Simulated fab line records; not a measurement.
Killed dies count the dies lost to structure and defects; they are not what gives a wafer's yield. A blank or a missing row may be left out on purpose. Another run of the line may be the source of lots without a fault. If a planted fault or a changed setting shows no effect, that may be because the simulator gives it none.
Which tool was responsible? -- flow gf180mcu -- 7 lots with 21 wafers sampled at 2 steps, on a route of 602 steps

== WHAT EACH GAUGE READ, for each wafer ==
GF_SALICIDE_THK_MEAS_05: measures by xrf.
lot,measured,on,SALICIDE_TIN_THK (nm)
L206,day 15 12:36,film-metro-03,19.75 19.92 19.63
L210,day 17 03:52,film-metro-01,20.37 20.47 20.38
L213,day 18 10:11,film-metro-03,19.93 19.80 20.02
L216,day 19 12:41,film-metro-03,20.22 19.95 20.20
L218,day 20 03:35,film-metro-03,20.07 20.31 20.28
L221,day 21 07:57,film-metro-03,19.89 20.09 19.99
L225,day 22 22:56,film-metro-03,20.16 20.06 20.55

== EACH LOT AND THE TOOL THAT RAN IT (in order: tool; ch and the chambers of the sampled wafers; start) ==
lot,GF_HV_LDD_SOFTBAKE_42
L206,"litho-track-04 ch 0, day 12 08:16"
L210,"litho-track-01 ch 0, day 13 19:37"
L213,"litho-track-02 ch 0, day 14 21:01"
L216,"litho-track-04 ch 0, day 15 20:26"
L218,"litho-track-04 ch 0, day 16 11:22"
L221,"litho-track-04 ch 0, day 17 13:01"
L225,"litho-track-01 ch 0, day 19 05:07"
- GF_HV_LDD_SOFTBAKE_42: time 60 s.

== THE ANSWER, worked out from the rows above alone ==
Rule: what is usual is taken from the lots themselves. Put in order of their means at a reading, lots are off if they are a third of the lots or fewer, leave a main group of 4 or more, and stand apart from it by a gap of 3 or more times the standard deviation of the main group's means; of several such gaps the widest counts. If all means in a main group match to the digits the tables above print for the reading, that group is not used. Also off: a lot with no number at a reading for which 4 or more lots have one. All remaining lots with rows at the step are treated as sound.
Nothing can be told from this: no lot is off at any reading shown.

== WHAT WAS PUT IN BY THE SIMULATOR ==
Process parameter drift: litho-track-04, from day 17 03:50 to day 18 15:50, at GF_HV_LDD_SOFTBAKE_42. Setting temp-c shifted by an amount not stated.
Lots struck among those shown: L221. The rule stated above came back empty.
